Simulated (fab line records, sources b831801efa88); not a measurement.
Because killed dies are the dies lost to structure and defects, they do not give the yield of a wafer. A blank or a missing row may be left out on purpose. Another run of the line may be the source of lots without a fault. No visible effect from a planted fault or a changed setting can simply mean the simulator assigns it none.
Matching of chambers :: flow sky130 :: SKY_VIA1_ETCH_14 on rieDiel-04: 4 sister chambers
The step etches BARC in N2/H2, stops on SiO2, time 45.9 s, target depth 60 nm. 4 wafers are shown with their chamber, then 9 later ones without.

== WAFERS, EACH WITH ITS CHAMBER ==
wafer: L080.2
chamber: 0
drypumpMotorCurrentA (A): 5.4

wafer: L091.1
chamber: 3
drypumpMotorCurrentA (A): 5.9

wafer: L091.3
chamber: 2
drypumpMotorCurrentA (A): 4.9

wafer: L091.4
chamber: 1
drypumpMotorCurrentA (A): 5.0

== WAFERS WHOSE CHAMBER IS MISSING ==
wafer: L092.3
drypumpMotorCurrentA (A): 5.4

wafer: L092.4
drypumpMotorCurrentA (A): 4.9

wafer: L092.5
drypumpMotorCurrentA (A): 4.9

wafer: L095.3
drypumpMotorCurrentA (A): 4.9

wafer: L095.4
drypumpMotorCurrentA (A): 6.0

wafer: L095.5
drypumpMotorCurrentA (A): 6.0

wafer: L096.2
drypumpMotorCurrentA (A): 6.0

wafer: L096.3
drypumpMotorCurrentA (A): 5.5

wafer: L096.4
drypumpMotorCurrentA (A): 4.9

== EACH ONE'S CHAMBER ==
wafer: L092.3
from the rows above: 0
in truth: 0

wafer: L092.4
from the rows above: can't be placed: 2 or 1
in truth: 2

wafer: L092.5
from the rows above: can't be placed: 2 or 1
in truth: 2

wafer: L095.3
from the rows above: can't be placed: 2 or 1
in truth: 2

wafer: L095.4
from the rows above: 3
in truth: 3

wafer: L095.5
from the rows above: 3
in truth: 3

wafer: L096.2
from the rows above: 3
in truth: 3

wafer: L096.3
from the rows above: 0
in truth: 0

wafer: L096.4
from the rows above: can't be placed: 2 or 1
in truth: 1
Correct placement for 5 of the 9. Unplaceable from these rows: 4, with the true chamber sitting among the candidates in 4. Number placed wrongly: 0.
How it was worked out, from the rows above alone: a wafer's distance from a chamber is the root of the sum, over the readings, of the square of ((its reading less the chamber's mean) divided by the reading's scatter). If the next closest chamber is less than 2 further off than the closest, the wafer can't be placed; otherwise it belongs to the closest. For every chamber, the mean is computed from those of its wafers that are shown. The scatter: with one shown wafer a chamber, the root of the mean of the squares of how far each hidden wafer lies from its nearest shown one.
